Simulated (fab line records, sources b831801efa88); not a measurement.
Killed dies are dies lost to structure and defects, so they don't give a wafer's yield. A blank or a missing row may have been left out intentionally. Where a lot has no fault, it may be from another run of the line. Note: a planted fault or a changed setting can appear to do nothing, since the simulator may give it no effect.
fab line records | flow gf180mcu
record lots=15 wafers=45 lastDay=34
route steps=602 shown VT_IMPLANT@116 HV_LDD@186 CONTACT@303 V1@336
lots that met no fault: taken from a fault-free run of the same line
startH: start of the lot's first displayed wafer, in hours after the record's first day | waitH: hours elapsed since this lot's preceding step | " same as the row above | L1.1+2: one row covering several wafers at once | - value missing, or start not given | * or withheld: withheld | < > ~ a bound
route shown NAME@n: NAME is a module with steps in the file, n the number in the route of the first one | usual: mean and standard deviation over wafers with no fault | same: alike in all rows | chamber/n: place in a boat | sites: readings site by site | _std_site: their standard deviation | _edge_site: inner sites' mean taken away from outer sites' mean | radiusMm: for every site, how far away it sits from the centre of the wafer | mask NAME#n: copy n | behind: tool/chamber where the wafer was last shaped | hold: why the lot went on hold/how many hours it stayed there/how the hold came to an end | device: the n, p or np transistor that did not switch | end of line: tests run on the same wafers once the route is complete | where a step has no rows: the recipe by itself | killed: count of dies lost to structure and defects at first sort (not the wafer's yield) | map: the dies of a wafer, with x for killed, . for not killed, _ for no die there
set.NAME: the setting the step ran with; set.NAME@STEP: the setting that earlier step ran with | model.NAME: the simulator's own value behind a step, which no gauge read
the route's steps for a sample of lots (tables are steps, rows are wafers)
services: from which hour (startH, from the record's first day; less than 0 if before it) a tool's chamber was out of use, for how many hours, and why
## steps
# step GF_VT_IMPLANT_EXPOSE_26
# recipe maskId=LVPWELL_HV_AREA targetCdNm=860 na=0.6 sourceShape=conventional sigmaOuter=0.6 doseMj=140
# same na=0.6
# columns lot.wafer tool chamber startH waitH mask
L615.1+2+5 ilineStepper-02 0 135.69 - LVPWELL_HV_AREA#0
L616.1+4+6 ilineStepper-01 0 139.14 - LVPWELL_HV_AREA#0
L617.1+3+5 ilineStepper-01 0 145.27 - LVPWELL_HV_AREA#0
L619.2+3+6 ilineStepper-01 0 158.23 - LVPWELL_HV_AREA#0
L621.1+3+5 ilineStepper-01 0 172.02 - LVPWELL_HV_AREA#0
L622.1+2+5 ilineStepper-02 0 177.59 - LVPWELL_HV_AREA#0
L623.1+5+6 ilineStepper-02 0 185.68 - LVPWELL_HV_AREA#0
L624.2+3+6 ilineStepper-01 0 191.56 - LVPWELL_HV_AREA#0
L625.2+4+6 ilineStepper-02 0 199.36 - LVPWELL_HV_AREA#0
L626.4+5+6 ilineStepper-02 0 204.23 - LVPWELL_HV_AREA#0
L627.2+4+5 ilineStepper-02 0 209.95 - LVPWELL_HV_AREA#0
L628.1+4+6 ilineStepper-01 0 216.14 - LVPWELL_HV_AREA#0
L629.2+4+6 ilineStepper-02 0 224.98 - LVPWELL_HV_AREA#0
L630.1+3+4 ilineStepper-02 0 229.28 - LVPWELL_HV_AREA#0
L637.1+3+6 ilineStepper-01 0 277.53 - LVPWELL_HV_AREA#0
# step GF_VT_IMPLANT_OVL_MEAS_29
# usual VT_IMPLANT_02_OVL=1.2/1.3
# columns lot.wafer tool chamber startH waitH hold VT_IMPLANT_02_OVL[nm]
L615.1 overlay-02 - 143.31 0.1 - 1.6
L615.2 " - " " - 0.4
L615.5 " - " " - 2.2
L616.1 overlay-01 - 146.73 0.1 - 0.6
L616.4 " - " " - 2.3
L616.6 " - " " - 1.6
L617.1 overlay-02 - 152.78 0.1 - 0.7
L617.3 " - " " - 1.4
L617.5 " - " " - 2.1
L619.2 overlay-01 - 166.17 0.1 - 1.8
L619.3 " - " " - 0.9
L619.6 " - " " - 2.8
L621.1 overlay-01 - 179.96 0.1 - 0.1
L621.3 " - " " - -0.8
L621.5 " - " " - 1.9
L622.1 overlay-01 - 185.08 0.1 - 2.6
L622.2 " - " " - 1.8
L622.5 " - " " - 0.7
L623.1 overlay-01 - 194.18 0.1 - 0.6
L623.5 " - " " - -0.3
L623.6 " - " " - 3.1
L624.2 overlay-02 - 199.22 0.1 - 1.2
L624.3 " - " " - 0.2
L624.6 " - " " - 1.0
L625.2 overlay-01 - 207.54 0.1 - 2.0
L625.4 " - " " - 1.8
L625.6 " - " " - 4.0
L626.4 overlay-02 - 212.48 0.1 awaitDispo/0.2h/release 265.9
L626.5 " - " " awaitDispo/0.2h/release 265.7
L626.6 " - " " awaitDispo/0.2h/release 265.6
L626.4 overlay-02 - 212.69 0.2 - 264.2
L626.5 " - " " - 263.8
L626.6 " - " " - 264.1
L627.2 overlay-02 - 218.17 0.1 awaitDispo/0.2h/release 267.4
L627.4 " - " " awaitDispo/0.2h/release 267.7
L627.5 " - " " awaitDispo/0.2h/release 266.2
L627.2 overlay-02 - 218.37 0.2 - 265.5
L627.4 " - " " - 265.9
L627.5 " - " " - 265.0
L628.1 overlay-02 - 224.97 0.1 - -0.6
L628.4 " - " " - 0.3
L628.6 " - " " - 1.4
L629.2 overlay-01 - 233.97 0.1 awaitDispo/0.2h/release 265.8
L629.4 " - " " awaitDispo/0.2h/release 265.9
L629.6 " - " " awaitDispo/0.2h/release 265.8
L629.2 overlay-01 - 234.17 0.2 - 263.9
L629.4 " - " " - 264.4
L629.6 " - " " - 263.8
L630.1 overlay-01 - 238.08 0.1 awaitDispo/0.2h/release 262.6
L630.3 " - " " awaitDispo/0.2h/release 263.2
L630.4 " - " " awaitDispo/0.2h/release 263.8
L630.1 overlay-01 - 238.28 0.2 - 261.2
L630.3 " - " " - 261.9
L630.4 " - " " - 262.1
L637.1 overlay-01 - 287.21 0.1 - 0.4
L637.3 " - " " - 1.4
L637.6 " - " " - 2.5
# step GF_HV_LDD_STRIP_10
# recipe chemistry=O2/N2 powerW=1400 pressureMtorr=1500 platenTempC=250 o2FlowSccm=3000 n2FlowSccm=300 overashFraction=0.5
# usual drypumpMotorCurrentA=5.8/0.38 heaterPowerW=331/22 oesProductAu=0.715/0.0046 stripTimeToEndpointS=12.63/0.032
# columns lot.wafer tool chamber startH waitH drypumpMotorCurrentA heaterPowerW oesProductAu rfHoursCounterH stripTimeToEndpointS
L615.1 plasmaAsher-04 0 217.90 0.1 6.2 341 0.715 54 12.63
L615.2 " 1 " " 5.3 331 0.722 54 12.65
L615.5 " 0 " " 6.2 350 0.720 - 12.65
L616.1 plasmaAsher-01 0 223.95 0.1 5.5 303 0.712 12 12.66
L616.4 " 0 " " 5.5 300 0.717 - 12.65
L616.6 " 0 " " 5.6 304 0.715 - 12.62
L617.1 plasmaAsher-01 1 228.32 0.1 6.0 331 0.729 12 12.63
L617.3 " 1 " " 6.0 331 0.709 - 12.61
L617.5 " 0 " " 5.6 306 0.712 - 12.69
L619.2 plasmaAsher-03 1 244.20 0.1 5.4 323 0.718 63 12.60
L619.3 " 0 " " 6.2 385 0.718 - 12.58
L619.6 " 0 " " 6.2 379 0.711 - 12.64
L621.1 plasmaAsher-04 1 259.84 0.1 5.3 332 0.715 59 12.62
L621.3 " 1 " " 5.3 322 0.716 - 12.66
L621.5 " 0 " " 6.2 345 0.712 - 12.65
L622.1 plasmaAsher-04 1 263.22 0.1 5.3 324 0.714 59 12.61
L622.2 " 0 " " 6.3 345 0.718 59 12.61
L622.5 " 0 " " 6.3 347 0.708 - 12.65
L623.1 plasmaAsher-04 0 277.37 0.1 6.2 342 0.714 60 12.59
L623.5 " 1 " " 5.3 329 0.706 - 12.69
L623.6 " 0 " " 6.2 339 0.715 - 12.68
L624.2 plasmaAsher-04 0 281.34 0.1 6.3 346 0.711 61 12.65
L624.3 " 0 " " 6.3 342 0.713 - 12.67
L624.6 " 1 " " 5.3 329 0.713 - 12.62
L625.2 plasmaAsher-03 0 290.72 0.1 6.2 371 0.717 68 12.61
L625.4 " 1 " " 5.4 314 0.715 - 12.64
L625.6 " 0 " " 6.2 369 0.712 - 12.62
L628.1 plasmaAsher-04 0 309.62 0.1 6.3 353 0.714 64 12.57
L628.4 " 0 " " 6.2 348 0.716 - 12.57
L628.6 " 1 " " 5.3 333 0.715 - 12.58
L637.1 plasmaAsher-01 1 381.34 0.1 6.0 336 0.707 29 12.63
L637.3 " 1 " " 6.0 334 0.717 - 12.62
L637.6 " 1 " " 6.0 325 0.718 - 12.66
# step GF_CONTACT_ETCH_16
# recipe chemistry=N2/H2 targetDepthA=withheld overetchA=withheld timeS=withheld target=BARC ionEnergyEv=200 sourceW=500 biasW=100 pressureMtorr=30 n2FlowSccm=100 h2FlowSccm=200
# usual drypumpMotorCurrentA=5.8/0.53 oesProductAu=0.855/0.005 throttleValvePct=13.225/0.0094
# columns lot.wafer tool chamber startH waitH drypumpMotorCurrentA oesProductAu throttleValvePct
L615.1 rieDiel-01 2 364.04 0.0 6.3 0.857 13.211
L615.2 " 0 " " 5.4 0.852 13.245
L615.5 " 3 " " 6.5 0.851 13.239
L616.1 rieDiel-01 1 368.07 0.0 6.3 0.856 13.231
L616.4 " 0 " " 5.4 0.865 13.205
L616.6 " 1 " " 6.3 0.863 13.228
L617.1 rieDiel-01 2 376.94 0.0 6.3 0.855 13.211
L617.3 " 3 " " 6.5 0.853 13.218
L617.5 " 3 " " 6.5 0.856 13.217
L619.2 rieDiel-04 2 396.89 0.0 5.9 0.853 13.230
L619.3 " 3 " " 5.6 0.858 13.232
L619.6 " 0 " " 4.8 0.857 13.224
L621.1 rieDiel-04 0 415.87 0.0 4.8 0.858 13.228
L621.3 " 2 " " 5.9 0.855 13.214
L621.5 " 2 " " 5.9 0.859 13.230
L622.1 rieDiel-02 0 422.94 0.0 5.3 0.856 13.236
L622.2 " 1 " " 6.2 0.854 13.222
L622.5 " 2 " " 5.7 0.862 13.241
L623.1 rieDiel-02 2 437.12 0.0 5.7 0.858 13.237
L623.5 " 0 " " 5.3 0.860 13.226
L623.6 " 3 " " 5.5 0.848 13.226
L624.2 rieDiel-04 3 446.34 0.0 5.6 0.852 13.225
L624.3 " 1 " " 6.5 0.859 13.207
L624.6 " 0 " " 4.8 0.851 13.211
L625.2 rieDiel-01 1 452.34 0.0 6.2 0.856 13.234
L625.4 " 2 " " 6.3 0.849 13.226
L625.6 " 2 " " 6.3 0.860 13.216
L628.1 rieDiel-02 0 474.07 0.0 5.3 0.856 13.230
L628.4 " 3 " " 5.5 0.852 13.241
L628.6 " 1 " " 6.2 0.857 13.221
L637.1 rieDiel-02 2 553.82 0.0 5.7 0.855 13.224
L637.3 " 1 " " 6.3 0.852 13.225
L637.6 " 3 " " 5.5 0.852 13.243
# step GF_V1_THK_MEAS_01
# recipe reads=SiO2_of_V1_CVD_00
# usual V1_CVD_00_THK=601/6.2
# columns lot.wafer tool chamber startH waitH V1_CVD_00_THK[nm]
L615.1 filmMetro-01 - 388.68 0.0 600
L615.2 " - " " 602
L615.5 " - " " 595
L616.1 filmMetro-02 - 393.64 0.0 597
L616.4 " - " " 599
L616.6 " - " " 601
L617.1 filmMetro-03 - 402.10 0.0 594
L617.3 " - " " 595
L617.5 " - " " 605
L619.2 filmMetro-01 - 422.29 0.0 602
L619.3 " - " " 599
L619.6 " - " " 603
L621.1 filmMetro-01 - 446.93 0.0 590
L621.3 " - " " 599
L621.5 " - " " 599
L622.1 filmMetro-01 - 449.60 0.0 611
L622.2 " - " " 602
L622.5 " - " " 598
L623.1 filmMetro-02 - 463.79 0.0 601
L623.5 " - " " 605
L623.6 " - " " 602
L624.2 filmMetro-01 - 473.30 0.0 592
L624.3 " - " " 598
L624.6 " - " " 590
L625.2 filmMetro-03 - 479.28 0.0 598
L625.4 " - " " 594
L625.6 " - " " 600
L628.1 filmMetro-01 - 500.69 0.0 602
L628.4 " - " " 601
L628.6 " - " " 600
L637.1 filmMetro-03 - 578.43 0.0 605
L637.3 " - " " 602
L637.6 " - " " 604
## services
# columns tool chamber startH hours kind
rieDiel-02 2 112.74 4.3 repair
plasmaAsher-04 - 118.19 1.5 repair
rieDiel-01 2 123.18 14.2 repair
rieDiel-01 3 128.99 5.4 repair
ilineStepper-01 - 132.08 6.8 repair
ilineStepper-02 - 148.95 1.7 pm
rieDiel-01 3 149.27 6.6 repair
ilineStepper-02 - 156.51 8.9 pm
rieDiel-02 1 194.35 14.8 repair
rieDiel-01 3 230.94 19.6 repair
rieDiel-01 0 276.38 6.9 repair
rieDiel-01 2 302.58 12.8 repair
ilineStepper-02 - 367.01 1.7 pm
plasmaAsher-04 - 373.39 0.7 repair
rieDiel-02 1 373.63 7.6 repair
rieDiel-02 0 374.59 8.9 repair
rieDiel-02 - 389.06 0.3 repair
rieDiel-02 - 395.50 0.2 repair
plasmaAsher-04 - 421.25 9.0 pm
ilineStepper-01 - 437.08 7.2 repair
ilineStepper-02 - 484.70 4.3 pm
ilineStepper-01 - 509.49 1.7 pm
ilineStepper-01 - 540.73 5.2 repair
plasmaAsher-04 - 550.29 3.8 repair
## key
firstSign step=GF_VT_IMPLANT_OVL_MEAS_29 reading=visit direction=added
effect step=GF_VT_IMPLANT_OVL_MEAS_29 reading=VT_IMPLANT_02_OVL direction=up sigmas=99+ usual=1.2 struck=265.5
metAt GF_VT_IMPLANT_EXPOSE_26
struckLots L626,L627,L629,L630
scrappedBehind GF_VT_IMPLANT_OVL_MEAS_29 L626.4,L626.5,L626.6,L627.2,L627.4,L627.5,L629.2,L629.4,L629.6,L630.1,L630.3,L630.4
notActingAt GF_HV_LDD_STRIP_10,GF_CONTACT_ETCH_16,GF_V1_THK_MEAS_01
onsetBetween 199.36 204.23
fault kind=scannerMatchingOverlay tool=ilineStepper-02 chamber=- onsetH=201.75 steps=GF_VT_IMPLANT_EXPOSE_26 offset=263.93
